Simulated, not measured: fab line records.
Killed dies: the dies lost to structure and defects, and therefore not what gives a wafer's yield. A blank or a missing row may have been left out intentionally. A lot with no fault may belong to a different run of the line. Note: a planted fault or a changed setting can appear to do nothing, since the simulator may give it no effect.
Matching of chambers    flow sky130    SKY_LI_CONTACT_CMP_24 on cmp-01: 4 sister chambers
The step polishes, stops on PSG, t overpolish 20 s, target thk 0 nm. 8 wafers are shown with their chamber, then 8 later ones without.

== WAFERS PAIRED WITH THEIR CHAMBERS ==
wafer   chamber  motor current A (A)  time to endpoint s (s)
L473.3  0        10.7                 98.5
L478.1  3        11.5                 94.7
L480.2  3        10.4                 98.4
L485.5  0        10.9                 97.1
L488.1  1        12.0                 93.3
L488.3  2        12.3                 96.1
L488.5  1        11.0                 95.8
L489.3  2        13.0                 99.2

== WAFERS WITH NO CHAMBER GIVEN ==
wafer   motor current A (A)  time to endpoint s (s)
L489.4  11.9                 96.8
L489.5  10.6                 98.8
L492.1  13.1                 98.1
L492.3  11.3                 94.1
L492.4  11.3                 100.5
L493.1  13.3                 97.1
L493.2  11.4                 97.3
L493.5  12.9                 94.0

== WHICH CHAMBER EACH ONE RAN IN ==
wafer   from the rows above                in truth
L489.4  can't be placed: 1 or 2 or 3 or 0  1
L489.5  can't be placed: 0 or 3            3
L492.1  2                                  2
L492.3  can't be placed: 1 or 3 or 0       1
L492.4  can't be placed: 0 or 3 or 2 or 1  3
L493.1  2                                  2
L493.2  can't be placed: 3 or 0 or 1 or 2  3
L493.5  can't be placed: 2 or 1 or 3       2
Correctly placed: 2 of 8. These rows do not allow placing 6 (true chamber among the candidates in 6). Number placed wrongly: 0.
How it was worked out, from the rows above alone: a wafer's distance from a chamber is the root of the sum, over the readings, of the square of ((its reading less the chamber's mean) divided by the reading's scatter). The wafer belongs to the nearest chamber; if the next one is less than 2 further off, it can't be placed. A chamber's mean is the mean of its shown wafers. The scatter is the square root of a quotient: the sum, over the shown wafers, of each reading's squared deviation from its chamber's mean, divided by wafers minus chambers.
